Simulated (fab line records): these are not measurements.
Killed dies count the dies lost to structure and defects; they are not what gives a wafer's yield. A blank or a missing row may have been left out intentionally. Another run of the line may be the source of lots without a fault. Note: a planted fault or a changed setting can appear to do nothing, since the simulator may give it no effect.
Which tool did it? || flow gf180mcu || 13 lots, 39 wafers sampled, at 4 steps of a route of 602

## WHAT EACH GAUGE READ, for each wafer
GF_STI_CD_MEAS_12: the cd target is 220 nm.
{"lot": "L422", "measured": "day 2 06:28", "on": "cd-sem-02", "cd-nm (nm)": "220.3 220.1 219.9"}
{"lot": "L423", "measured": "day 2 13:08", "on": "cd-sem-02", "cd-nm (nm)": "219.6 219.2 221.1"}
{"lot": "L424", "measured": "day 2 16:40", "on": "cd-sem-01", "cd-nm (nm)": "222.1 220.7 220.8"}
{"lot": "L428", "measured": "day 3 13:41", "on": "cd-sem-02", "cd-nm (nm)": "219.5 218.4 219.3"}
{"lot": "L429", "measured": "day 3 18:13", "on": "cd-sem-02", "cd-nm (nm)": "218.1 219.6 218.9"}
{"lot": "L430", "measured": "day 3 23:02", "on": "cd-sem-02", "cd-nm (nm)": "220.6 221.0 220.1"}
{"lot": "L431", "measured": "day 4 05:23", "on": "cd-sem-02", "cd-nm (nm)": "220.8 220.4 220.7"}
{"lot": "L432", "measured": "day 4 09:28", "on": "cd-sem-01", "cd-nm (nm)": "221.2 221.7 220.6"}
{"lot": "L433", "measured": "day 4 15:28", "on": "cd-sem-02", "cd-nm (nm)": "220.4 219.3 221.9"}
{"lot": "L434", "measured": "day 4 19:49", "on": "cd-sem-01", "cd-nm (nm)": "219.8 219.9 219.4"}
{"lot": "L435", "measured": "day 5 01:16", "on": "cd-sem-02", "cd-nm (nm)": "220.0 221.3 220.8"}
{"lot": "L439", "measured": "day 5 23:49", "on": "cd-sem-02", "cd-nm (nm)": "236.6 236.3 235.9"}
{"lot": "L444", "measured": "day 7 00:38", "on": "cd-sem-01", "cd-nm (nm)": "220.1 220.9 220.5"}

GF_V3_CD_MEAS_14: the cd target is 260 nm.
{"lot": "L422", "measured": "day 22 10:33", "on": "cd-sem-01", "cd-nm (nm)": "260.8 259.9 261.1"}
{"lot": "L423", "measured": "day 23 06:31", "on": "cd-sem-01", "cd-nm (nm)": "260.5 260.7 262.0"}
{"lot": "L424", "measured": "day 23 09:25", "on": "cd-sem-01", "cd-nm (nm)": "260.4 261.1 260.5"}
{"lot": "L428", "measured": "day 25 02:16", "on": "cd-sem-01", "cd-nm (nm)": "260.9 261.2 260.3"}
{"lot": "L429", "measured": "day 25 06:24", "on": "cd-sem-02", "cd-nm (nm)": "261.1 259.8 261.7"}
{"lot": "L430", "measured": "day 25 09:33", "on": "cd-sem-02", "cd-nm (nm)": "259.6 259.5 260.9"}
{"lot": "L431", "measured": "day 26 02:35", "on": "cd-sem-01", "cd-nm (nm)": "259.8 259.5 260.4"}
{"lot": "L432", "measured": "day 26 06:48", "on": "cd-sem-01", "cd-nm (nm)": "259.4 258.1 258.8"}
{"lot": "L433", "measured": "day 26 19:18", "on": "cd-sem-02", "cd-nm (nm)": "259.2 258.1 259.0"}
{"lot": "L434", "measured": "day 27 00:03", "on": "cd-sem-02", "cd-nm (nm)": "260.9 261.0 260.8"}
{"lot": "L435", "measured": "day 27 10:10", "on": "cd-sem-01", "cd-nm (nm)": "260.0 259.4 259.0"}
{"lot": "L439", "measured": "day 28 16:07", "on": "cd-sem-01", "cd-nm (nm)": "258.9 256.7 258.6"}
{"lot": "L444", "measured": "day 29 19:41", "on": "cd-sem-01", "cd-nm (nm)": "262.6 260.7 260.8"}

GF_V3_OVL_MEAS_15.
{"lot": "L422", "measured": "day 22 10:40", "on": "overlay-02", "V3_OVL (nm)": "5 2 3"}
{"lot": "L423", "measured": "day 23 06:38", "on": "overlay-01", "V3_OVL (nm)": "-1 3 9"}
{"lot": "L424", "measured": "day 23 09:32", "on": "overlay-01", "V3_OVL (nm)": "11 -4 2"}
{"lot": "L428", "measured": "day 25 02:22", "on": "overlay-01", "V3_OVL (nm)": "-15 -14 -10"}
{"lot": "L429", "measured": "day 25 06:31", "on": "overlay-01", "V3_OVL (nm)": "6 8 3"}
{"lot": "L430", "measured": "day 25 09:40", "on": "overlay-02", "V3_OVL (nm)": "-6 -7 0"}
{"lot": "L431", "measured": "day 26 02:42", "on": "overlay-01", "V3_OVL (nm)": "-12 -7 -11"}
{"lot": "L432", "measured": "day 26 06:55", "on": "overlay-02", "V3_OVL (nm)": "-5 -7 -10"}
{"lot": "L433", "measured": "day 26 19:25", "on": "overlay-01", "V3_OVL (nm)": "-2 -1 -1"}
{"lot": "L434", "measured": "day 27 00:08", "on": "overlay-02", "V3_OVL (nm)": "-3 -7 -13"}
{"lot": "L435", "measured": "day 27 10:17", "on": "overlay-01", "V3_OVL (nm)": "-3 3 4"}
{"lot": "L439", "measured": "day 28 16:14", "on": "overlay-01", "V3_OVL (nm)": "3 2 -8"}
{"lot": "L444", "measured": "day 29 19:46", "on": "overlay-02", "V3_OVL (nm)": "1 -1 2"}

## WHICH TOOL RAN EACH LOT (tool, then ch and the chambers of the sampled wafers, then the start)
{"lot": "L422", "GF_STI_EXPOSE_09": "krf-scanner-01 ch 0, day 2 00:50"}
{"lot": "L423", "GF_STI_EXPOSE_09": "krf-scanner-01 ch 0, day 2 07:04"}
{"lot": "L424", "GF_STI_EXPOSE_09": "krf-scanner-01 ch 0, day 2 10:50"}
{"lot": "L428", "GF_STI_EXPOSE_09": "krf-scanner-01 ch 0, day 3 06:51"}
{"lot": "L429", "GF_STI_EXPOSE_09": "krf-scanner-01 ch 0, day 3 11:44"}
{"lot": "L430", "GF_STI_EXPOSE_09": "krf-scanner-02 ch 0, day 3 16:58"}
{"lot": "L431", "GF_STI_EXPOSE_09": "krf-scanner-02 ch 0, day 3 22:50"}
{"lot": "L432", "GF_STI_EXPOSE_09": "krf-scanner-02 ch 0, day 4 02:49"}
{"lot": "L433", "GF_STI_EXPOSE_09": "krf-scanner-02 ch 0, day 4 08:55"}
{"lot": "L434", "GF_STI_EXPOSE_09": "krf-scanner-02 ch 0, day 4 13:12"}
{"lot": "L435", "GF_STI_EXPOSE_09": "krf-scanner-02 ch 0, day 4 18:16"}
{"lot": "L439", "GF_STI_EXPOSE_09": "krf-scanner-02 ch 0, day 5 16:32"}
{"lot": "L444", "GF_STI_EXPOSE_09": "krf-scanner-01 ch 0, day 6 16:27"}
- GF_STI_EXPOSE_09: exposes mask COMP, target cd 220 nm.

## AS READ BY THE TOOLS THEMSELVES (means over the sampled wafers that have a number; for cases with no such wafer, the mark the record gives instead)
GF_STI_EXPOSE_09.
{"lot": "L422", "tool": "krf-scanner-01", "focus-offset-nm (nm)": -0.1}
{"lot": "L423", "tool": "krf-scanner-01", "focus-offset-nm (nm)": 0.5}
{"lot": "L424", "tool": "krf-scanner-01", "focus-offset-nm (nm)": -0.3}
{"lot": "L428", "tool": "krf-scanner-01", "focus-offset-nm (nm)": -0.2}
{"lot": "L429", "tool": "krf-scanner-01", "focus-offset-nm (nm)": 0.3}
{"lot": "L430", "tool": "krf-scanner-02", "focus-offset-nm (nm)": 0.1}
{"lot": "L431", "tool": "krf-scanner-02", "focus-offset-nm (nm)": -0.2}
{"lot": "L432", "tool": "krf-scanner-02", "focus-offset-nm (nm)": -0.1}
{"lot": "L433", "tool": "krf-scanner-02", "focus-offset-nm (nm)": -0.3}
{"lot": "L434", "tool": "krf-scanner-02", "focus-offset-nm (nm)": 0.9}
{"lot": "L435", "tool": "krf-scanner-02", "focus-offset-nm (nm)": -0.6}
{"lot": "L439", "tool": "krf-scanner-02", "focus-offset-nm (nm)": -0.4}
{"lot": "L444", "tool": "krf-scanner-01", "focus-offset-nm (nm)": -0.4}

## THE ANSWER, worked out from the rows above alone
Rule: usual is defined by the lots themselves. Put in order of their means at a reading, lots are off if they are a third of the lots or fewer, leave a main group of 4 or more, and stand apart from it by a gap of 3 or more times the standard deviation of the main group's means; of several such gaps the widest counts. Not used: any main group whose means are identical at the precision the tables above print for the reading. A lot without any number at a reading at which 4 lots or more have one is off too. All remaining lots with rows at the step are treated as sound. Order of review: gauges by route order, followed by the tools' own readings, for which a lot's mean as printed above is used. At the first step where some lot is off, the reading lying furthest off is the one used; lots without a number count as furthest.
Off, at GF_STI_CD_MEAS_12 on cd-nm: L439. Mean 220.2 nm and standard deviation 0.71 in the main group.
If a tool, at a process step before that reading, ran all the lots that are off and no sound lot after the first of them, it fits. Gauges at GF_STI_CD_MEAS_12: tried the same way as those tools. Undecided on this evidence; 2 tools fit (krf-scanner-02 at GF_STI_EXPOSE_09, cd-sem-02 at GF_STI_CD_MEAS_12).

## WHAT THE SIMULATOR HAD INSERTED
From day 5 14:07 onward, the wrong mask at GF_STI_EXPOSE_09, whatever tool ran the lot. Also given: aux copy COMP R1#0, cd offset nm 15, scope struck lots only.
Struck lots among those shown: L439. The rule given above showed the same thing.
